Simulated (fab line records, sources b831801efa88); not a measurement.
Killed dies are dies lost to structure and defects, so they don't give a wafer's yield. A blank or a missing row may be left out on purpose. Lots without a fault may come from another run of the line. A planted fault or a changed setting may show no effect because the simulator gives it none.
A struck lot beside a sound one | flow sky130 | 16 steps out of a route of 708
Sound: wafers L946.2, L946.4, L946.6. Struck: wafers L955.1, L955.4, L955.5. The cause comes at the end.
At each step with rows: each side's tool, then ch and its chambers, then its first start. Under that, the readings that differ: sound wafers | struck wafers | difference of the means | sigmas: that difference in standard deviations of wafers without a fault.
alike: readings whose means differ by less than 2 such deviations, and words and numbers that are the same on both sides. not compared: withheld readings, readings that some wafer has no value for, bounds like >300 that may hide the same value, and numbers for which the record gives no deviation and whose values overlap.
The two part at a step that has a row with sigmas, a row that says differs or no value, or rows on one side only. Numbers that don't overlap but have no deviation are shown without sigmas and don't part them. A reading that every wafer of one side lacks parts them only if that side has two wafers or more.

first, 3 steps without rows for these wafers: SKY_LI_CONTACT_EXPOSE_09 (exposes mask LICM1, target cd 170 nm); SKY_LI_CONTACT_PEB_10; SKY_LI_CONTACT_DEVELOP_11 (develop time 60 s).
SKY_LI_CONTACT_CD_MEAS_12: target cd 170 nm.
  sound on cd_sem-02, day 31 09:12; struck on cd_sem-01, day 33 21:00
  reading    | sound             | struck            | difference | sigmas
  cd_nm (nm) | 169.3 171.0 170.8 | 166.1 166.6 167.1 | -3.8       | -2
SKY_LI_CONTACT_OVL_MEAS_13:
  sound on overlay-02, day 31 09:19; struck on overlay-01, day 33 21:07
  alike: LI_CONTACT_OVL
SKY_LI_CONTACT_ETCH_14: etches BARC in N2/H2, stops on SiO2, time 45.9 s, target depth 60 nm.
  sound on rie_diel-02 ch 1,3, day 31 09:20; struck on rie_diel-04 ch 1,2, day 33 21:10
  alike: drypump_motor_current_A, oes_product_au, throttle_valve_pct
  not compared: rf_hours_counter_h
SKY_LI_CONTACT_ETCH_15: etches PSG in C4F8/O2/Ar, stops on Si, target depth 600 nm.
  sound on rie_diel-02 ch 1,3, day 31 09:23; struck on rie_diel-04 ch 1,2, day 33 21:12
  alike: oes_product_au
SKY_LI_CONTACT_STRIP_16: strips in O2/N2.
  sound on plasma_asher-02 ch 0,1, day 31 09:28; struck on plasma_asher-04 ch 0,1, day 33 21:17
  alike: drypump_motor_current_A, oes_product_au, strip_time_to_endpoint_s
  not compared: rf_hours_counter_h
then, 2 steps without rows for these wafers: SKY_LI_CONTACT_CLEAN_17 (cleans in NMP, time 600 s); SKY_LI_CONTACT_PRE_CLEAN_18 (time 5.6 s).
SKY_LI_CONTACT_SPUTTER_19: material Ti, target thk 20 nm, time 106.37 s.
  sound on pvd_sputter-01, day 31 09:46; struck on pvd_sputter-01, day 33 21:35
  alike: substrate_temp_c, throttle_valve_pct
then, 1 step without rows for these wafers: SKY_LI_CONTACT_SPUTTER_20 (material TiN, target thk 20 nm, time 80 s).
SKY_LI_CONTACT_CVD_21: deposits W, target thk 400 nm, time 120.56 s.
  sound on cvd_w-01 ch 0,1, day 31 09:53; struck on cvd_w-01 ch 0,1, day 33 21:44
  reading                                  | sound             | struck            | difference | sigmas
  chamber_pressure_Torr (Torr)             | 40.01 40.05 39.89 | 36.66 36.60 36.73 | -3.32      | -42
  model.W_of_LI_CONTACT_CVD_21.thk_nm (nm) | 402.7 408.2 404.9 | 389.4 378.5 384.9 | -21.0      |
  alike: heater_power_w
SKY_LI_CONTACT_RS_MEAS_22: measures by four-point-probe.
  sound on film_metro-03, day 31 10:02; struck on film_metro-03, day 33 21:52
  reading                  | sound             | struck            | difference | sigmas
  LI_CONTACT_W_RS (ohm/sq) | 0.283 0.280 0.281 | 0.292 0.301 0.296 | +0.015     | +5
SKY_LI_CONTACT_THK_MEAS_23: measures by xrf.
  sound on film_metro-03, day 31 10:09; struck on film_metro-03, day 33 21:59
  reading               | sound       | struck      | difference | sigmas
  LI_CONTACT_W_THK (nm) | 412 415 412 | 391 384 388 | -25        | -4
SKY_LI_CONTACT_CMP_24: polishes, stops on PSG, t overpolish 20 s, target thk 0 nm.
  sound on cmp-01 ch 1,2,3, day 31 10:18; struck on cmp-01 ch 0,2, day 33 22:05
  reading                | sound       | struck   | difference | sigmas
  time_to_endpoint_s (s) | 102 102 100 | 96 84 95 | -10        | -2
  alike: motor_current_A, overpolish_run_s, platen_rpm

WHERE THEY PART
First at SKY_LI_CONTACT_CD_MEAS_12; last, within this record, at SKY_LI_CONTACT_CMP_24.

WHY: what the simulator had put in
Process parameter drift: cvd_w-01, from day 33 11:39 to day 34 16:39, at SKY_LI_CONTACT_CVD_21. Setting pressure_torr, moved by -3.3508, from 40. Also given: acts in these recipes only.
